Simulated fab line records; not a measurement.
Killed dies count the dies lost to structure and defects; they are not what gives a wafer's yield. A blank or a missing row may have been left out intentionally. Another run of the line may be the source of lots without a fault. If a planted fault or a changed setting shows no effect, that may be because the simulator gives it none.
fab line records	flow sky130
[record] lots = 6	wafers = 18	lastDay = 51
route steps=708 shown FIELD_ISO@16 PAD_OPEN@708
lots with no fault: from the same line, run without faults
startH: start of the lot's first displayed wafer, in hours after the record's first day	waitH: how many hours have passed since the lot's step before this one	" same as the row above	L1.1+2: a row that stands for several wafers	- no value present, or no start provided	* or withheld: withheld	< > ~ a bound
route shown NAME@n: NAME is a module with steps in the file, n the number in the route of the first one	usual: mean/standard deviation of fault-free wafers	same: alike in all rows	chamber/n: place in a boat	sites: the reading at each site	_std_site: their standard deviation	_edge_site: inner sites' mean taken away from outer sites' mean	radiusMm: how far each site lies from the wafer's centre	mask NAME#n: copy n	behind: tool/chamber where the wafer was last shaped	hold: cause of the lot's hold/its duration in hours/its outcome	device: transistor that didn't switch, given as n, p or np	end of line: the tests these same wafers got at the end of their route	a step given without rows: its recipe and nothing more	killed: the dies lost at the first sort to structure and to defects; this is not the yield of the wafer	map: dies across one wafer; x = killed, . = not, _ = none there
set.NAME: the run value of the setting; set.NAME@STEP: its run value at that earlier step	model.NAME: the simulator's own value behind a step, which no gauge read
a table for each step, a row for each wafer; lots at some steps of the route
services: the hour from which a tool's chamber was out of use, counted from the record's first day as startH (under 0 if before that day), plus the number of hours and why
[[steps]]
[step SKY_FIELD_ISO_ETCH_15]
[recipe] chemistry = CHF3/O2	targetDepthNm = 180	stopOn = Si	sourceW = 600	biasW = 200	pressureMtorr = 40	chf3FlowSccm = 50	O2_flow_sccm = 5	timeS = 72
[usual] chf3FlowSccm = 49.99/0.15	drypumpMotorCurrentA = 5.8/0.48	oesProductAu = 0.946/0.0066	throttleValvePct = 8.844/0.0095
lot.wafer	tool	chamber	startH	waitH	chf3FlowSccm	drypumpMotorCurrentA	oesProductAu	rfHoursCounterH	throttleValvePct
L510.1	rieDiel-02	3	54.88	0.0	50.05	6.1	0.956	91	8.852
L510.3	"	0	"	"	50.07	5.2	0.950	6	8.846
L510.4	"	2	"	"	50.08	6.5	0.947	20	8.844
L513.1	rieDiel-02	1	73.11	0.0	50.01	5.5	0.954	78	8.842
L513.3	"	3	"	"	49.87	6.1	0.949	91	8.855
L513.5	"	3	"	"	49.86	6.1	0.949	-	8.833
L515.2	rieDiel-03	1	83.76	0.0	50.12	5.8	0.955	147	8.836
L515.5	"	3	"	"	49.86	5.3	0.955	-	8.835
L515.6	"	0	"	"	49.91	6.7	0.945	-	8.853
L523.1	rieDiel-02	1	123.67	0.0	49.98	5.5	0.952	79	8.853
L523.2	"	0	"	"	49.88	5.2	0.947	8	8.839
L523.3	"	3	"	"	49.92	6.1	0.941	92	8.829
L525.1	rieDiel-04	2	133.02	0.0	50.08	5.5	0.962	2	8.834
L525.2	"	1	"	"	49.93	5.8	0.955	6	8.847
L525.4	"	1	"	"	49.79	5.8	0.955	-	8.829
L527.1	rieDiel-03	2	145.11	0.0	49.91	5.4	0.931	0	8.829
L527.3	"	1	"	"	50.17	5.9	0.945	148	8.849
L527.6	"	1	"	"	49.80	5.8	0.940	-	8.843
[step SKY_FIELD_ISO_STRIP_16]
[recipe] chemistry = O2/N2	powerW = 1400	pressureMtorr = 1500	platenTempC = withheld	o2FlowSccm = 3000	n2FlowSccm = 300	overashFraction = 0.5
[usual] drypumpMotorCurrentA = 5.69/0.25	oesProductAu = 0.378/0.0048	stripTimeToEndpointS = 3.55/0.038
lot.wafer	tool	chamber	startH	waitH	drypumpMotorCurrentA	oesProductAu	rfHoursCounterH	stripTimeToEndpointS
L510.1	plasmaAsher-02	1	54.94	0.0	5.71	0.371	24	3.51
L510.3	"	0	"	"	5.91	0.373	-	3.59
L510.4	"	1	"	"	5.72	0.373	-	3.54
L513.1	plasmaAsher-01	0	73.16	0.0	5.56	0.382	39	3.53
L513.3	"	0	"	"	5.55	0.376	-	3.56
L513.5	"	0	"	"	5.57	0.375	-	3.58
L515.2	plasmaAsher-02	1	83.81	0.0	5.69	0.368	27	3.48
L515.5	"	0	"	"	5.96	0.378	-	3.54
L515.6	"	1	"	"	5.71	0.381	-	3.50
L523.1	plasmaAsher-02	0	123.73	0.0	5.99	0.383	31	3.54
L523.2	"	1	"	"	5.73	0.380	31	3.60
L523.3	"	1	"	"	5.70	0.379	-	3.55
L525.1	plasmaAsher-03	1	133.08	0.0	5.17	0.381	41	3.61
L525.2	"	0	"	"	5.82	0.375	41	3.53
L525.4	"	0	"	"	5.84	0.384	-	3.58
L527.1	plasmaAsher-02	0	145.16	0.0	5.95	0.388	33	3.58
L527.3	"	0	"	"	5.96	0.375	-	3.44
L527.6	"	0	"	"	5.99	0.366	-	3.44
[step SKY_FIELD_ISO_ETCH_17]
[recipe] targetDepthA = 3420	maskMaterial = Si3N4	chemistry = HBr/Cl2/O2	target = Si	taperDeg = 5	icpW = 600	biasW = 150	pressureMtorr = 15	HBr_flow_sccm = 150	Cl2_flow_sccm = 40	O2_flow_sccm = 6	timeS = 97.7
[usual] drypumpMotorCurrentA = 5.8/0.31	heBacksideLeakSccm = 2.83/0.22	oesProductAu = 1.000/0.0086	throttleValvePct = 25.655/0.01
lot.wafer	tool	chamber	startH	waitH	drypumpMotorCurrentA	heBacksideLeakSccm	oesProductAu	rfHoursCounterH	throttleValvePct
L510.1	rieSi-01	0	55.04	0.1	5.8	3.02	0.992	47	25.679
L510.3	"	2	"	"	5.8	2.65	0.987	12	25.668
L510.4	"	1	"	"	5.5	2.62	0.998	45	25.671
L513.1	rieSi-02	3	73.26	0.1	6.2	2.72	0.990	0	25.663
L513.3	"	0	"	"	5.9	2.51	0.989	43	25.664
L513.5	"	1	"	"	6.0	2.92	1.016	-	25.665
L515.2	rieSi-02	3	83.91	0.1	6.3	2.50	0.980	0	25.656
L515.5	"	1	"	"	6.0	3.14	1.014	-	25.639
L515.6	"	0	"	"	6.0	2.54	0.991	-	25.657
L523.1	rieSi-02	1	123.83	0.1	6.0	3.01	1.016	99	25.659
L523.2	"	2	"	"	5.1	3.10	1.017	80	25.635
L523.3	"	3	"	"	6.2	2.68	1.004	0	25.654
L525.1	rieSi-01	3	133.18	0.1	5.9	2.73	1.004	2	25.638
L525.2	"	1	"	"	5.5	2.78	1.014	46	25.645
L525.4	"	2	"	"	5.8	2.62	1.004	12	25.662
L527.1	rieSi-02	3	145.26	0.1	6.3	2.77	0.991	1	25.658
L527.3	"	1	"	"	6.0	2.97	1.016	99	25.652
L527.6	"	0	"	"	5.9	2.55	0.996	-	25.677
[step SKY_FIELD_ISO_WET_ETCH_18]
[recipe] chemistry = H3PO4	targetDepthNm = 25	tempC = 160	target = Si3N4	timeS = 286
[step SKY_FIELD_ISO_CLEAN_19]
[recipe] chemistry = SC1/SC2	mix = 1:4:20	tempC = 70	timeS = 150
[step SKY_FIELD_ISO_CLEAN_20]
[recipe] chemistry = dHF	timeS = 20	dilution = 100:1
[step SKY_FIELD_ISO_WET_ETCH_21]
[recipe] chemistry = dHF	dilution = 100:1	targetDepthNm = 20	dry = ipaMarangoni	target = SiO2	tempC = 25	timeS = 400
[step SKY_FIELD_ISO_OXIDATION_22]
[recipe] tempC = 950	ambient = O2	stabiliseS = 600	purgeS = 300	targetThkA = 100	oxTimeS = 623
[step SKY_FIELD_ISO_THK_MEAS_23]
[recipe] reads = SiO2_of_FIELD_ISO_OXIDATION_22
[usual] FIELD_ISO_OXIDATION_01_THK = 9.98/0.17
lot.wafer	tool	chamber	startH	waitH	FIELD_ISO_OXIDATION_01_THK[nm]
L510.1	filmMetro-04	-	58.75	0.0	9.93
L510.3	"	-	"	"	9.82
L510.4	"	-	"	"	9.97
L513.1	filmMetro-02	-	74.80	0.0	9.84
L513.3	"	-	"	"	9.99
L513.5	"	-	"	"	9.95
L515.2	filmMetro-04	-	85.44	0.0	9.86
L515.5	"	-	"	"	9.93
L515.6	"	-	"	"	9.80
L523.1	filmMetro-04	-	125.34	0.0	10.07
L523.2	"	-	"	"	10.14
L523.3	"	-	"	"	10.11
L525.1	filmMetro-04	-	134.69	0.0	9.90
L525.2	"	-	"	"	9.68
L525.4	"	-	"	"	9.87
L527.1	filmMetro-04	-	147.97	0.0	9.77
L527.3	"	-	"	"	9.95
L527.6	"	-	"	"	10.06
[step SKY_FIELD_ISO_CVD_24]
[recipe] material = SiO2	targetThkNm = 595	tempC = 650	sigmaOpenFrac = 0.3	timeS = 99.2	sih4FlowSccm = 60	pressureMtorr = 6
[step SKY_FIELD_ISO_THK_MEAS_25]
[recipe] reads = SiO2_of_FIELD_ISO_CVD_24
[usual] FIELD_ISO_CVD_24_THK = 593/6.5
lot.wafer	tool	chamber	startH	waitH	FIELD_ISO_CVD_24_THK[nm]
L510.1	filmMetro-02	-	58.89	0.0	599
L510.3	"	-	"	"	602
L510.4	"	-	"	"	594
L513.1	filmMetro-03	-	74.93	0.0	602
L513.3	"	-	"	"	594
L513.5	"	-	"	"	590
L515.2	filmMetro-03	-	85.57	0.0	589
L515.5	"	-	"	"	589
L515.6	"	-	"	"	598
L523.1	filmMetro-02	-	125.47	0.0	592
L523.2	"	-	"	"	594
L523.3	"	-	"	"	593
L525.1	filmMetro-02	-	134.82	0.0	589
L525.2	"	-	"	"	594
L525.4	"	-	"	"	595
L527.1	filmMetro-03	-	148.10	0.0	595
L527.3	"	-	"	"	599
L527.6	"	-	"	"	599
[step SKY_FIELD_ISO_ANNEAL_26]
[recipe] tempC = 1000	timeS = 1800	ambient = N2
[step SKY_FIELD_ISO_CMP_27]
[recipe] stopOn = Si3N4	tOverpolishS = 16	downForcePsi = 4	platenRpm = 60	targetThkNm = 457.8	padVelocityMS = 0.94248
[usual] motorCurrentA = 11.7/1.3	overpolishRunS = 16.000/0.0089	timeToEndpointS = 114/3.5
lot.wafer	tool	chamber	startH	waitH	motorCurrentA	overpolishRunS	timeToEndpointS
L510.3	cmp-01	1	61.66	0.0	10.6	16.004	119
L510.1	"	2	"	"	12.4	16.003	121
L510.4	"	0	"	"	9.7	15.999	121
L513.1	cmp-02	3	76.49	0.0	11.6	15.998	116
L513.3	"	1	"	"	11.4	16.011	109
L513.5	"	0	"	"	11.7	16.008	106
L515.2	cmp-01	3	88.00	0.1	13.0	16.010	112
L515.6	"	1	"	"	11.0	15.986	113
L515.5	"	2	"	"	12.4	16.005	117
L523.2	cmp-01	3	127.03	0.0	12.9	15.988	114
L523.1	"	0	"	"	9.3	15.985	114
L523.3	"	2	"	"	12.3	15.999	236
L525.1	cmp-01	3	137.05	0.0	12.5	16.010	113
L525.2	"	0	"	"	10.2	15.990	115
L525.4	"	2	"	"	12.5	16.013	224
L527.3	cmp-02	3	149.73	0.1	12.6	16.011	116
L527.1	"	1	"	"	10.7	16.000	112
L527.6	"	3	"	"	12.1	16.007	115
[step SKY_FIELD_ISO_WET_ETCH_28]
[recipe] chemistry = dHF	targetDepthNm = 23.7	target = SiO2	dilution = 10:1	tempC = 25	timeS = 47.95
[step SKY_PAD_OPEN_PROBE_99]
[usual] killed_at_M0_to_M3 = 43/6.8	killed_at_M4_up = 3.3/1.9	killedAtContacts = 24/5.3	killedAtFrontEnd = 14/4.3	killedAtOther = 0.3/0.62	killedDies = 85/9.8	killedOpen = 46/8	killedShort = 39/5.9
[same] grossDies = 492	killedAtBackSide = 0
lot.wafer	tool	chamber	startH	waitH	killed_at_M0_to_M3	killed_at_M4_up	killedAtContacts	killedAtFrontEnd	killedAtOther	killedDies	killedOpen	killedShort
L510.1	prober-02	-	1134.53	0.1	50	2	20	13	1	86	46	40
L510.3	prober-02	-	1134.63	0.2	53	5	34	13	0	105	52	53
L510.4	prober-02	-	1134.68	0.2	46	4	32	9	1	92	57	35
L513.1	prober-01	-	1155.93	0.1	52	6	22	9	0	89	51	38
L513.3	prober-01	-	1156.03	0.2	55	6	18	10	0	89	49	40
L513.5	prober-01	-	1156.13	0.2	35	5	20	20	1	81	40	41
L515.2	prober-01	-	1162.31	0.1	48	3	24	14	0	89	40	49
L515.5	prober-01	-	1162.46	0.2	50	3	19	14	0	86	38	48
L515.6	prober-01	-	1162.51	0.2	43	2	24	17	0	86	42	44
L523.1	prober-01	-	1198.97	0.1	52	1	24	12	0	89	46	43
L523.2	prober-01	-	1199.02	0.1	45	4	18	16	1	84	35	49
L523.3	prober-01	-	1199.07	0.2	40	2	26	15	0	83	48	35
L525.1	prober-01	-	1210.83	0.1	47	3	15	10	0	75	31	44
L525.2	prober-01	-	1210.88	0.1	63	4	18	11	0	96	53	43
L525.4	prober-01	-	1210.98	0.2	50	6	21	12	0	89	48	41
L527.1	prober-01	-	1220.17	0.1	34	4	20	19	0	77	38	39
L527.3	prober-01	-	1220.27	0.2	38	3	17	9	0	67	36	31
L527.6	prober-01	-	1220.42	0.2	40	4	16	11	0	71	36	35
// killed by level:class
L510.1 VIA1:geometricParticle:open=10 CONTACT:geometricParticle:open=8 METAL1:geometricParticle:short=6 VIA3:geometricParticle:open=6 FIELD_ISO:geometricParticle:open=5 FIELD_ISO:geometricParticle:short=5 LOCAL_INTERCONNECT:geometricParticle:short=5 METAL3:geometricParticle:short=5
L510.3 CONTACT:geometricParticle:open=12 CONTACT:geometricParticle:short=11 VIA1:geometricParticle:open=10 VIA3:geometricParticle:open=8 METAL1:geometricParticle:short=7 METAL2:geometricParticle:short=7 LI_CONTACT:geometricParticle:open=6 VIA1:geometricParticle:short=5
L510.4 CONTACT:geometricParticle:open=15 VIA1:geometricParticle:open=10 VIA2:geometricParticle:open=9 LOCAL_INTERCONNECT:geometricParticle:short=6 LI_CONTACT:geometricParticle:open=5 VIA3:geometricParticle:open=5 VIA1:geometricParticle:short=5 FIELD_ISO:geometricParticle:open=4
L513.1 VIA3:geometricParticle:open=12 METAL2:geometricParticle:short=9 CONTACT:geometricParticle:open=9 LI_CONTACT:geometricParticle:open=8 VIA1:geometricParticle:open=8 VIA2:geometricParticle:open=6 METAL1:geometricParticle:short=5 VIA2:geometricParticle:short=4
L513.3 CONTACT:geometricParticle:open=11 VIA3:geometricParticle:open=10 VIA1:geometricParticle:open=9 VIA1:geometricParticle:short=9 METAL2:geometricParticle:short=6 FIELD_ISO:geometricParticle:short=5 METAL4:geometricParticle:short=4 VIA2:geometricParticle:open=4
L513.5 VIA3:geometricParticle:open=10 FIELD_ISO:geometricParticle:short=6 LI_CONTACT:geometricParticle:open=6 LOCAL_INTERCONNECT:geometricParticle:short=6 VIA1:geometricParticle:open=6 CONTACT:geometricParticle:open=5 VIA3:geometricParticle:short=5 METAL4:geometricParticle:short=4
L515.2 VIA1:geometricParticle:open=9 METAL2:geometricParticle:short=9 LOCAL_INTERCONNECT:geometricParticle:short=7 CONTACT:geometricParticle:open=7 POLY_GATE:geometricParticle:open=6 METAL1:geometricParticle:short=6 POLY_GATE:geometricParticle:short=5 LI_CONTACT:geometricParticle:open=4
L515.5 VIA1:geometricParticle:open=11 METAL2:geometricParticle:short=11 CONTACT:geometricParticle:open=7 VIA1:geometricParticle:short=7 VIA2:geometricParticle:short=6 VIA3:geometricParticle:open=4 LI_CONTACT:geometricParticle:open=4 METAL3:geometricParticle:short=4
L515.6 VIA1:geometricParticle:open=15 CONTACT:geometricParticle:open=8 FIELD_ISO:geometricParticle:short=6 LOCAL_INTERCONNECT:geometricParticle:short=5 VIA1:geometricParticle:short=5 VIA3:geometricParticle:short=5 POLY_GATE:geometricParticle:short=4 LI_CONTACT:geometricParticle:open=4
L523.1 METAL2:geometricParticle:short=11 VIA1:geometricParticle:open=11 CONTACT:geometricParticle:open=8 LOCAL_INTERCONNECT:geometricParticle:short=8 VIA2:geometricParticle:open=8 METAL1:geometricParticle:short=6 VIA2:geometricParticle:short=5 LI_CONTACT:geometricParticle:open=4
L523.2 METAL1:geometricParticle:short=10 VIA1:geometricParticle:short=8 VIA1:geometricParticle:open=8 CONTACT:geometricParticle:open=6 METAL2:geometricParticle:short=6 FIELD_ISO:geometricParticle:short=5 POLY_CUT:geometricParticle:open=4 LI_CONTACT:geometricParticle:short=3
L523.3 VIA2:geometricParticle:open=11 CONTACT:geometricParticle:open=8 LI_CONTACT:geometricParticle:open=7 POLY_GATE:geometricParticle:open=6 VIA3:geometricParticle:open=6 METAL2:geometricParticle:short=5 CONTACT:geometricParticle:short=5 VIA1:geometricParticle:open=5
L525.1 METAL2:geometricParticle:short=8 CONTACT:geometricParticle:open=7 VIA2:geometricParticle:open=6 VIA3:geometricParticle:open=5 VIA1:geometricParticle:short=5 VIA1:geometricParticle:open=5 VIA2:geometricParticle:short=5 LOCAL_INTERCONNECT:geometricParticle:short=4
L525.2 VIA1:geometricParticle:open=16 VIA3:geometricParticle:open=10 VIA1:geometricParticle:short=7 VIA2:geometricParticle:open=7 VIA3:geometricParticle:short=6 CONTACT:geometricParticle:open=6 METAL2:geometricParticle:short=6 CONTACT:geometricParticle:short=4
L525.4 CONTACT:geometricParticle:open=13 VIA1:geometricParticle:open=11 VIA3:geometricParticle:open=10 METAL2:geometricParticle:short=7 VIA2:geometricParticle:open=5 METAL4:geometricParticle:short=5 FIELD_ISO:geometricParticle:short=4 CONTACT:geometricParticle:short=4
L527.1 CONTACT:geometricParticle:open=9 VIA1:geometricParticle:open=8 POLY_GATE:geometricParticle:short=7 METAL1:geometricParticle:short=7 LI_CONTACT:geometricParticle:open=4 POLY_GATE:geometricParticle:open=4 SPACER:geometricParticle:short=4 VIA3:geometricParticle:open=3
L527.3 VIA1:geometricParticle:open=9 METAL1:geometricParticle:short=6 LOCAL_INTERCONNECT:geometricParticle:short=5 CONTACT:geometricParticle:open=5 POLY_GATE:geometricParticle:open=4 LI_CONTACT:geometricParticle:open=4 VIA2:geometricParticle:open=4 METAL2:geometricParticle:short=4
L527.6 VIA1:geometricParticle:open=9 CONTACT:geometricParticle:open=7 METAL1:geometricParticle:short=7 FIELD_ISO:geometricParticle:short=6 VIA3:geometricParticle:open=6 VIA2:geometricParticle:open=5 CONTACT:geometricParticle:short=4 METAL2:geometricParticle:short=4
[[services]]
tool	chamber	startH	hours	kind
rieSi-02	3	40.14	-	clean
rieSi-02	3	40.14	26.1	scheduledDown
rieSi-02	3	40.14	26.1	ventCycle
cmp-02	-	51.69	10.2	repair
cmp-02	-	54.43	1.1	repair
rieSi-01	1	64.17	3.0	repair
cmp-01	-	65.26	5.8	pm
cmp-02	-	65.57	4.0	pm
cmp-02	-	69.57	-	consumableReplace:conditioner
cmp-02	-	69.57	-	consumableReplace:pad
rieSi-01	-	74.58	2.8	pm
cmp-01	-	78.22	5.9	pm
plasmaAsher-03	-	87.52	2.8	pm
rieDiel-03	0	88.67	12.3	repair
cmp-01	-	94.81	0.8	repair
rieSi-01	1	95.63	1.7	repair
cmp-01	-	97.89	14.1	pm
rieDiel-04	3	103.08	14.7	repair
cmp-02	-	103.93	0.3	repair
plasmaAsher-02	-	107.91	0.4	repair
rieDiel-03	2	137.58	4.1	repair
plasmaAsher-01	-	141.17	2.5	repair
rieSi-02	-	142.66	0.3	repair
plasmaAsher-02	-	148.19	15.6	pm
[[key]]
[firstSign] step = SKY_FIELD_ISO_CMP_27	reading = timeToEndpointS	direction = up	sigmas = 33	usual = *	struck = *
effect none on later readings
metAt SKY_FIELD_ISO_CMP_27
struckWafers L523.3,L525.4
testerLeftOut L523,L525
onsetBetween 88.00 127.03
[fault] kind = processParameterDrift	tool = cmp-01	chamber = 2	onsetH = 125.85	steps = SKY_FIELD_ISO_CMP_27	channel = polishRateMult	offset = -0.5	shape = step	endH = 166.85
// testerLeftOut: of these lots the tester's yield and bins aren't shown, on N5 and GAA mostly nor the transistor test; their killed dies are dies lost to structure and defects alone, not to doping, threshold or leakage, so they don't give the yield
